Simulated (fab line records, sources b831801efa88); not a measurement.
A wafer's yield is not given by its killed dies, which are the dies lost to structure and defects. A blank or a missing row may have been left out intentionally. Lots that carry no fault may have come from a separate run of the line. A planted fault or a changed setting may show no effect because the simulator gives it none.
Which tool did it? :: flow gf180mcu :: Sampling: 12 lots, 36 wafers, 3 of 602 route steps

WHAT EACH GAUGE READ, for each wafer
GF_M4_CD_MEAS_14: the cd target is 280 nm. Usual: 279.6 nm for cd nm, sd 1.2.
lot: L266
measured: day 24 04:52
on: cd sem-02
cd nm (nm): 279.7 279.1 279.1
flag: 

lot: L267
measured: day 24 09:53
on: cd sem-02
cd nm (nm): 280.7 280.5 279.9
flag: 

lot: L268
measured: day 24 22:10
on: cd sem-02
cd nm (nm): 278.4 278.3 278.9
flag: 

lot: L269
measured: day 25 04:55
on: cd sem-01
cd nm (nm): 279.6 280.0 279.4
flag: 

lot: L270
measured: day 25 19:31
on: cd sem-02
cd nm (nm): 279.3 278.2 278.3
flag: 

lot: L271
measured: day 26 01:43
on: cd sem-01
cd nm (nm): 279.3 278.4 278.2
flag: 

lot: L272
measured: day 26 05:16
on: cd sem-02
cd nm (nm): 278.3 278.8 278.8
flag: 

lot: L273
measured: day 26 08:49
on: cd sem-02
cd nm (nm): 281.1 280.2 280.1
flag: 

lot: L274
measured: day 26 23:52
on: cd sem-01
cd nm (nm): 280.0 279.4 280.4
flag: 

lot: L285
measured: day 29 22:22
on: cd sem-01
cd nm (nm): 278.9 279.9 279.3
flag: 

lot: L286
measured: day 30 09:56
on: cd sem-02
cd nm (nm): 277.5 276.6 277.1
flag: 

lot: L287
measured: day 30 14:01
on: cd sem-02
cd nm (nm): 280.5 280.9 279.8
flag: 

TOOL THAT RAN EACH LOT (tool first, then ch and the chambers of the sampled wafers, then the start)
lot: L266
GF_V3_ETCH_16: rie diel-04 ch 1,3, day 23 04:47
GF_M4_SPUTTER_03: pvd sputter-02, day 23 06:19

lot: L267
GF_V3_ETCH_16: rie diel-04 ch 1,2,3, day 23 09:47
GF_M4_SPUTTER_03: pvd sputter-02, day 23 11:19

lot: L268
GF_V3_ETCH_16: rie diel-02 ch 0,2,3, day 23 22:44
GF_M4_SPUTTER_03: pvd sputter-01, day 24 00:22

lot: L269
GF_V3_ETCH_16: rie diel-02 ch 1,2, day 24 05:47
GF_M4_SPUTTER_03: pvd sputter-01, day 24 07:25

lot: L270
GF_V3_ETCH_16: rie diel-04 ch 0,1, day 24 20:41
GF_M4_SPUTTER_03: pvd sputter-01, day 24 22:20

lot: L271
GF_V3_ETCH_16: rie diel-04 ch 0,1,3, day 25 03:11
GF_M4_SPUTTER_03: pvd sputter-04, day 25 04:41

lot: L272
GF_V3_ETCH_16: rie diel-02 ch 1,2,3, day 25 06:23
GF_M4_SPUTTER_03: pvd sputter-02, day 25 07:53

lot: L273
GF_V3_ETCH_16: rie diel-04 ch 0,1,3, day 25 09:20
GF_M4_SPUTTER_03: pvd sputter-02, day 25 11:00

lot: L274
GF_V3_ETCH_16: rie diel-03 ch 1,2, day 26 01:41
GF_M4_SPUTTER_03: pvd sputter-04, day 26 03:16

lot: L285
GF_V3_ETCH_16: rie diel-04 ch 0,1, day 29 01:35
GF_M4_SPUTTER_03: pvd sputter-04, day 29 03:20

lot: L286
GF_V3_ETCH_16: rie diel-02 ch 0,2,3, day 29 13:35
GF_M4_SPUTTER_03: pvd sputter-02, day 29 15:06

lot: L287
GF_V3_ETCH_16: rie diel-04 ch 1,2,3, day 29 18:14
GF_M4_SPUTTER_03: pvd sputter-04, day 29 19:47
- GF_V3_ETCH_16: etches BARC in N2/H2.
- GF_M4_SPUTTER_03: material Ti, target thk 10 nm, time 6.7 s.

WHAT THE TOOLS THEMSELVES READ (means of the sampled wafers that have a number; where no wafer has one, the mark that the record gives instead)
GF_V3_ETCH_16. Usual: drypump motor current A 5.5 A, standard deviation 0.41; oes product au 0.854 a.u., standard deviation 0.0045; throttle valve pct 13.225 %, standard deviation 0.009.
lot: L266
tool: rie diel-04
drypump motor current A (A): 5.5
oes product au (a.u.): 0.854
throttle valve pct (%): 13.229
flag: 

lot: L267
tool: rie diel-04
drypump motor current A (A): 5.4
oes product au (a.u.): 0.854
throttle valve pct (%): 13.217
flag: 

lot: L268
tool: rie diel-02
drypump motor current A (A): 6.2
oes product au (a.u.): 0.849
throttle valve pct (%): 13.225
flag: 

lot: L269
tool: rie diel-02
drypump motor current A (A): 5.8
oes product au (a.u.): 0.854
throttle valve pct (%): 13.222
flag: 

lot: L270
tool: rie diel-04
drypump motor current A (A): 5.2
oes product au (a.u.): 0.855
throttle valve pct (%): 13.228
flag: 

lot: L271
tool: rie diel-04
drypump motor current A (A): 5.4
oes product au (a.u.): 0.855
throttle valve pct (%): 13.219
flag: 

lot: L272
tool: rie diel-02
drypump motor current A (A): 6.0
oes product au (a.u.): 0.859
throttle valve pct (%): 13.225
flag: 

lot: L273
tool: rie diel-04
drypump motor current A (A): 5.4
oes product au (a.u.): 0.857
throttle valve pct (%): 13.216
flag: 

lot: L274
tool: rie diel-03
drypump motor current A (A): 5.7
oes product au (a.u.): 0.857
throttle valve pct (%): 13.222
flag: 

lot: L285
tool: rie diel-04
drypump motor current A (A): 5.3
oes product au (a.u.): 0.856
throttle valve pct (%): 13.231
flag: 

lot: L286
tool: rie diel-02
drypump motor current A (A): 6.2
oes product au (a.u.): 0.849
throttle valve pct (%): 13.227
flag: 

lot: L287
tool: rie diel-04
drypump motor current A (A): 5.4
oes product au (a.u.): 0.857
throttle valve pct (%): 13.215
flag: 

GF_M4_SPUTTER_03. Usual: 30.1 % for throttle valve pct, sd 0.7.
lot: L266
tool: pvd sputter-02
throttle valve pct (%): 30.3
flag: 

lot: L267
tool: pvd sputter-02
throttle valve pct (%): 30.3
flag: 

lot: L268
tool: pvd sputter-01
throttle valve pct (%): 30.5
flag: 

lot: L269
tool: pvd sputter-01
throttle valve pct (%): 29.8
flag: 

lot: L270
tool: pvd sputter-01
throttle valve pct (%): 29.6
flag: 

lot: L271
tool: pvd sputter-04
throttle valve pct (%): 30.2
flag: 

lot: L272
tool: pvd sputter-02
throttle valve pct (%): 30.3
flag: 

lot: L273
tool: pvd sputter-02
throttle valve pct (%): 29.7
flag: 

lot: L274
tool: pvd sputter-04
throttle valve pct (%): 30.1
flag: 

lot: L285
tool: pvd sputter-04
throttle valve pct (%): 30.3
flag: 

lot: L286
tool: pvd sputter-02
throttle valve pct (%): 30.3
flag: 

lot: L287
tool: pvd sputter-04
throttle valve pct (%): 30.3
flag: 

THE ANSWER, worked out from the rows above alone
Rule: a lot counts as off when the mean over its wafers that have a number is more than 3 standard deviations away from the usual mean. A lot without any number at a reading at which 4 lots or more have one is off too. All remaining lots with rows at the step are treated as sound. The gauges are gone through in route order, then the tools' own readings, and for those a lot's mean is taken as printed above. At the first step where some lot is off, the reading lying furthest off is the one used; lots without a number count as furthest.
Across all readings shown, no lot is off: no conclusion can be drawn from this.

WHAT WAS PUT IN BY THE SIMULATOR
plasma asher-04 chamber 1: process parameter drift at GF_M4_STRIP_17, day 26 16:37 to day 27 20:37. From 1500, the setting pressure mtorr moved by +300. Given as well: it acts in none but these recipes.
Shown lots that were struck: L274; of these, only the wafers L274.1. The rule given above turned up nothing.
